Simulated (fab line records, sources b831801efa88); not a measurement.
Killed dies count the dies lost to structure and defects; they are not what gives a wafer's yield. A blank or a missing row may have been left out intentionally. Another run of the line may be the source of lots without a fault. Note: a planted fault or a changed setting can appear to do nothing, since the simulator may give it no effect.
Lot-split experiment ; flow sfq-line ; on a route of 325 steps: 5 lots, 23 wafers read

THE SPLIT
At SFQ_TRILAYER_M3_LITHO_EXPOSE_076 (exposes mask M3, target cd 500 nm), the setting dose-mj was moved away from the recipe's 14.4 on 7 of the 23 wafers read, by -6.9% to +7.3%. For the rest of the wafers, this setting stayed at what the recipe calls for.

FROM THE SPLIT TO THE READING: what the file shows between them, 3 steps
- SFQ_TRILAYER_M3_LITHO_PEB_078: peb time 60.93 s
- SFQ_TRILAYER_M3_LITHO_DEVELOP_077: time 60 s
- SFQ_TRILAYER_M3_BARC_OPEN_METAL_ETCH_100: etches BARC in O2, target depth 125 nm, time 41.7 s

THE READING
M3.cd-nm (the simulator's own value, which no gauge read), in nm, at SFQ_TRILAYER_M3_ETCH_METAL_ETCH_078 (etches Nb in Cl2/Ar, stops on SiO2, target depth 240 nm, time 120 s). There is no usual value for it anywhere in the file. Here, 16 wafers ran the recipe; their average is 496.8 nm with a standard deviation of 1.8 nm.

wafer;tool, chamber at the split;dose-mj as run;against the recipe;M3.cd-nm, nm;against lot-mates on the recipe
L074.2;krf-scanner-02, 0;14.4;recipe;497;-
L074.3;krf-scanner-02, 0;14.4;recipe;495.3;-
L074.4;krf-scanner-02, 0;14.4;recipe;497.4;-
L074.5;krf-scanner-02, 0;13.4;-6.9%;505.6;+9.0
L074.6;krf-scanner-02, 0;13.4;-6.9%;510.3;+13.7
L079.1;krf-scanner-01, 0;14.4;recipe;497.5;-
L079.3;krf-scanner-01, 0;14.4;recipe;498.5;-
L079.6;krf-scanner-01, 0;14.4;recipe;498.5;-
L081.1;krf-scanner-01, 0;14.4;recipe;497.5;-
L081.2;krf-scanner-01, 0;15.45;+7.3%;488.3;-9.3
L081.3;krf-scanner-01, 0;14.4;recipe;498.5;-
L081.4;krf-scanner-01, 0;15.45;+7.3%;486.5;-11.1
L081.6;krf-scanner-01, 0;14.4;recipe;496.9;-
L084.1;krf-scanner-01, 0;14.4;recipe;498.3;-
L084.3;krf-scanner-01, 0;14.4;recipe;499.8;-
L084.4;krf-scanner-01, 0;15.25;+5.9%;489.5;-9.6
L084.5;krf-scanner-01, 0;15.25;+5.9%;489.1;-9.9
L084.6;krf-scanner-01, 0;15.25;+5.9%;489.5;-9.6
L085.2;krf-scanner-01, 0;14.4;recipe;494.3;-
L085.3;krf-scanner-01, 0;14.4;recipe;496.1;-
L085.4;krf-scanner-01, 0;14.4;recipe;492.7;-
L085.5;krf-scanner-01, 0;14.4;recipe;495.3;-
L085.6;krf-scanner-01, 0;14.4;recipe;495.2;-

THE FIT
A straight line over all 23 wafers: M3.cd-nm changes by -1.4 nm for each +1% of dose-mj; r = -0.94; the points scatter about the line by 1.8 nm.
The same after taking each lot's own level away (the mean of its wafers on the recipe; 23 wafers): -1.56 nm for each +1%; r = -0.98; scatter 1.2 nm.
According to that fit, moving dose-mj by its largest amount changes the reading by 11 nm.
Across the lots, their own levels run from 494.72 to 499.05 nm, a range of 2.4 times the standard deviation given above.
In other words, the slope is changed by the lot-to-lot level; the two fits disagree.
Check: -11.8 nm against its lot-mates is what the line predicts for one of the wafers moved furthest among these (+7.3%) when that wafer is left out of the fit. Against them it came out at -9.33 nm.

OTHER SPLITS APPLIED TO THESE WAFERS
Other splits were also applied to these wafers ahead of the reading. Each is held against what the fit with the lots' levels taken away leaves over:
other split on the same wafers;wafers away from the commonest value;r with M3.cd-nm (lot level and that fit taken away)
SFQ_TRILAYER_M1_LITHO_PEB_042 peb-temp-c;10;-0.30
SFQ_TRILAYER_I1_CMP_CMP_046 leave-above-ref-nm;7;-0.36
SFQ_TRILAYER_I1_VIA_LITHO_COAT_054 resist-thk-nm;12;+0.09
SFQ_TRILAYER_M2_LITHO_COAT_062 resist-thk-nm;9;-0.20
SFQ_TRILAYER_M2_LITHO_PEB_060 peb-temp-c;7;-0.05
SFQ_TRILAYER_I2_VIA_LITHO_COAT_072 spin-rpm;5;-0.08
SFQ_TRILAYER_I2_VIA_BARC_OPEN_VIA_ETCH_096 time-s;8;-0.37

THE WHOLE CHAIN: every reading that the file lists as answering this split, in the file's order
step;what it does;reading;change (the file's fit);r (the file's)
SFQ_TRILAYER_M3_BARC_OPEN_METAL_ETCH_100;etches BARC in O2, target depth 125 nm, time 41.7 s;M3.cd-nm (the simulator's own value, which no gauge read);-1.66 nm for each +1% of the setting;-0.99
SFQ_TRILAYER_M3_ETCH_METAL_ETCH_078;etches Nb in Cl2/Ar, stops on SiO2, target depth 240 nm, time 120 s;M3.cd-nm (the simulator's own value, which no gauge read);-1.55 nm for each +1% of the setting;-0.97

FILE'S OWN FIT
M3.cd-nm changes by -1.55 nm for each +1% of dose-mj, r = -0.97.
